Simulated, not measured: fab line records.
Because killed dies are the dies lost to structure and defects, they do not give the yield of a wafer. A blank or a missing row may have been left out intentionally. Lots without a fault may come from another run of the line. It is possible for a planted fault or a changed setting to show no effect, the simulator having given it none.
The same fault as seen by 2 desks | flow sky130 | numbers are kept per desk, each desk with only its own; the story behind them comes last

THE METROLOGY DESK
Means of the sampled wafers that have a number, per lot and without regard to the tool the lot ran on: this is what the gauges read. If a lot's mean is further than 4 standard deviations from the usual mean, the lot is out of limits and carries the mark OUT (the distance appears in the brackets).
Columns: A = FIELD_ISO_CVD_03_THK at SKY_FIELD_ISO_THK_MEAS_04, usual 149.6 nm; B = SONOS_TUNNEL_TW at SKY_SONOS_TUNNEL_TW_MEAS_12, usual 197.1; C = LI_CONTACT_HDPCVD_THK at SKY_LI_CONTACT_THK_MEAS_01, usual 920 nm
lot  | first seen here | A     | B               | C
L490 | day 1 19:32     | 150.4 | 198.2           | 933
L491 | day 2 01:25     | 149.9 | 195.7           | 928
L492 | day 2 05:23     | 149.7 | 197.7           | 898
L493 | day 2 11:32     | 149.1 | 197.2           | 906
L494 | day 2 15:35     | 148.5 | 172.0 (-21) OUT | 924
L495 | day 2 21:23     | 150.8 | 172.8 (-20) OUT | 902
L496 | day 3 01:44     | 147.8 | 173.5 (-20) OUT | 924
L504 | day 4 16:29     | 152.3 | 196.4           | 932
L505 | day 4 21:30     | 151.2 | 196.6           | 909
L507 | day 5 07:29     | 149.2 | 194.9           | 910
L508 | day 5 14:19     | 147.8 | 196.9           | 909
L510 | day 5 23:28     | 150.0 | 196.1           | 927
L512 | day 6 10:17     | 152.8 | 197.1           | 917
This desk finds L494, L495, L496 out of limits, with the earliest case on L494 at day 12 22:42 (SONOS_TUNNEL_TW at SKY_SONOS_TUNNEL_TW_MEAS_12). L490, L491, L492, L493, L504, L505, L507, L508, L510, L512 stayed within limits.

AT THE TOOL OWNER'S DESK: implanter-01
SKY_SONOS_TUNNEL_IMPLANT_09, tool's own readings: per-lot mean of the sampled wafers with a number, covering each lot this tool ran. If a lot's mean is further than 4 standard deviations from the usual mean, the lot is out of limits and carries the mark OUT (the distance appears in the brackets).
Columns: A = dose-ions-cm2 at SKY_SONOS_TUNNEL_IMPLANT_09, usual 1.0001e+12; B = faraday-current-uA at SKY_SONOS_TUNNEL_IMPLANT_09, usual 5.64
lot  | first seen here | A                            | B
L490 | day 11 17:00    | 1.0001e+12                   | 5.67
L492 | day 12 10:14    | 1.0002e+12                   | 5.58
L493 | day 12 16:17    | 1.0006e+12                   | 5.68
L494 | day 12 22:16    | 6.1403e+11 (-99 or more) OUT | 3.50 (-19) OUT
L495 | day 13 06:58    | 6.1453e+11 (-99 or more) OUT | 3.52 (-19) OUT
L496 | day 13 14:33    | 6.1730e+11 (-99 or more) OUT | 3.47 (-20) OUT
L504 | day 16 04:32    | 1.0007e+12                   | 5.61
L508 | day 17 16:07    | 9.9977e+11                   | 5.64
L512 | day 18 20:37    | 1.0004e+12                   | 5.72
This desk's finding: out of limits on L494, L495, L496; first on L494, day 12 22:16 (dose-ions-cm2 at SKY_SONOS_TUNNEL_IMPLANT_09). L490, L492, L493, L504, L508, L512 stayed within limits.

PUT TOGETHER
An alarm could have come from the tool owner's desk at day 12 22:16, on L494, L495, L496.
An alarm was possible from the metrology desk at day 12 22:42, on L494, L495, L496.
On implanter-01, each named lot ran SKY_SONOS_TUNNEL_IMPLANT_09.

WHAT WAS PUT IN BY THE SIMULATOR
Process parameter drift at SKY_SONOS_TUNNEL_IMPLANT_09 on implanter-01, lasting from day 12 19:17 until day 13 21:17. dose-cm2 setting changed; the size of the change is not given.
Struck lots among those shown: L494, L495, L496.
Hours from the fault's start to each desk's first reading out of limits: the tool owner's desk, 3; the metrology desk, 3.
